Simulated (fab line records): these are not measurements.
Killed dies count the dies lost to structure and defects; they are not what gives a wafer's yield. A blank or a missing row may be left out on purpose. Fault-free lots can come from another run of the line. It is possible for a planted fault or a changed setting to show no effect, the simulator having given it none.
fab line records | flow sfq-line
record: lots: 14 | wafers: 42 | last-day: 91
route steps=325 shown I0@51
lots with no fault: from the same line, run without faults
start-h: the number of hours between the record's first day and the start of the first shown wafer of the lot | wait-h: how many hours have passed since the lot's step before this one | " repeats the value in the row above | L1.1+2: a row that stands for several wafers | - either no value or no given start | * or withheld: withheld | < > ~ a bound
route shown NAME@n: a module of which the file shows steps, and the number in the route of the first | usual: average and standard deviation across the fault-free wafers | same: alike in all rows | chamber/n: place in a boat | sites: readings site by site | _std_site: the values' standard deviation | _edge_site: inner sites' mean taken away from outer sites' mean | radius-mm: how far each site lies from the wafer's centre | mask NAME#n: copy n | behind: the tool/chamber that last shaped the wafer | hold: why the lot was held/for how many hours/how that ended | device: the transistor (n, p or np) that didn't switch | end of line: at the end of the route, the tests of the same wafers | where a step has no rows: the recipe by itself | killed: dies lost to structure and defects at the first sort, not the wafer's yield | map: per-die view of a wafer (x killed, . not killed, _ where there is no die)
set.NAME: the setting that was run; set.NAME@STEP: the one run at that earlier step | model.NAME: the simulator's own value behind a step, which no gauge read
the route's steps for a sample of lots (tables are steps, rows are wafers)
== steps ==
step: SFQ_TRILAYER_I0_VIA_LITHO_PEB_034
recipe: peb-temp-c: 115 | peb-time-s: 60 | resist: KrF
usual: exhaust-pa: 44.9/0.99 | heater-power-total-W: 79.15/0.067 | plate-temp-C: 115.02/0.15
lot.wafer | tool           | chamber | start-h | wait-h | exhaust-pa | heater-power-total-W | plate-temp-C
L127.4    | litho-track-03 | 0       | 364.16  | 0.5    | 44.1       | 79.04                | 114.89
L127.5    | "              | 0       | "       | "      | 44.4       | 79.24                | 115.08
L127.6    | "              | 0       | "       | "      | 45.6       | 79.22                | 115.06
L129.4    | litho-track-02 | 0       | 380.96  | 0.5    | 43.9       | 79.13                | 115.17
L129.5    | "              | 0       | "       | "      | 44.7       | 79.22                | 114.94
L129.6    | "              | 0       | "       | "      | 44.4       | 79.18                | 115.03
L131.3    | litho-track-02 | 0       | 409.73  | 0.7    | 45.8       | 79.18                | 115.13
L131.5    | "              | 0       | "       | "      | 46.6       | 79.18                | 115.08
L131.6    | "              | 0       | "       | "      | 45.3       | 79.14                | 115.17
L132.1    | litho-track-02 | 0       | 414.61  | 1.0    | 45.2       | 71.79                | 107.02
L132.2    | "              | 0       | "       | "      | 45.5       | 71.78                | 107.01
L132.3    | "              | 0       | "       | "      | 45.2       | 71.83                | 106.73
L133.1    | litho-track-02 | 0       | 433.81  | 1.0    | 45.5       | 71.74                | 106.85
L133.3    | "              | 0       | "       | "      | 45.5       | 71.89                | 106.93
L133.6    | "              | 0       | "       | "      | 45.2       | 71.75                | 107.08
L139.3    | litho-track-01 | 0       | 474.95  | 0.7    | 45.4       | 79.13                | 115.01
L139.4    | "              | 0       | "       | "      | 43.9       | 79.02                | 115.07
L139.6    | "              | 0       | "       | "      | 44.5       | 79.25                | 114.78
L141.1    | litho-track-03 | 0       | 481.03  | 1.0    | 43.5       | 79.14                | 114.95
L141.5    | "              | 0       | "       | "      | 44.5       | 79.13                | 114.76
L141.6    | "              | 0       | "       | "      | 43.8       | 79.18                | 114.87
L142.1    | litho-track-01 | 0       | 521.48  | 1.0    | 45.4       | 79.23                | 114.86
L142.4    | "              | 0       | "       | "      | 44.6       | 79.17                | 114.80
L142.5    | "              | 0       | "       | "      | 44.9       | 79.19                | 114.94
L144.2    | litho-track-01 | 0       | 540.71  | 0.8    | 45.7       | 79.19                | 114.87
L144.4    | "              | 0       | "       | "      | 43.9       | 79.22                | 114.90
L144.6    | "              | 0       | "       | "      | 43.7       | 79.25                | 114.81
L145.4    | litho-track-01 | 0       | 553.96  | 0.5    | 45.1       | 79.04                | 114.96
L145.5    | "              | 0       | "       | "      | 46.5       | 79.21                | 114.92
L145.6    | "              | 0       | "       | "      | 45.6       | 79.15                | 114.96
L146.1    | litho-track-03 | 0       | 565.88  | 1.0    | 44.0       | 79.19                | 114.77
L146.5    | "              | 0       | "       | "      | 44.1       | 79.09                | 114.89
L146.6    | "              | 0       | "       | "      | 45.0       | 79.10                | 114.95
L147.1    | litho-track-01 | 0       | 574.28  | 1.0    | 45.1       | 79.04                | 115.10
L147.4    | "              | 0       | "       | "      | 45.8       | 79.21                | 114.90
L147.6    | "              | 0       | "       | "      | 45.1       | 79.12                | 115.04
L148.1    | litho-track-02 | 0       | 593.11  | 1.0    | 45.3       | 79.16                | 114.94
L148.5    | "              | 0       | "       | "      | 44.2       | 79.16                | 114.97
L148.6    | "              | 0       | "       | "      | 43.9       | 79.16                | 114.95
L150.2    | litho-track-03 | 0       | 622.50  | 0.8    | 43.8       | 79.21                | 115.25
L150.4    | "              | 0       | "       | "      | 44.2       | 79.20                | 115.28
L150.5    | "              | 0       | "       | "      | 44.2       | 79.11                | 115.24
== key ==
first-sign: step: SFQ_TRILAYER_I0_VIA_LITHO_PEB_034 | reading: heater-power-total-W | direction: down | sigmas: 99+ | usual: 79.15 | struck: 71.80
effect: step: SFQ_TRILAYER_I0_VIA_LITHO_PEB_034 | reading: plate-temp-C | direction: down | sigmas: 55 | usual: * | struck: *
met-at SFQ_TRILAYER_I0_VIA_LITHO_PEB_034
struck-lots L132,L133
onset-between 409.73 414.61
fault: kind: process-parameter-drift | tool: litho-track-02 | chamber: - | onset-h: 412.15 | steps: SFQ_TRILAYER_I0_VIA_LITHO_PEB_034 | channel: peb-temp-c | offset: * | shape: step | end-h: 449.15 | acts-in: * | stated: *
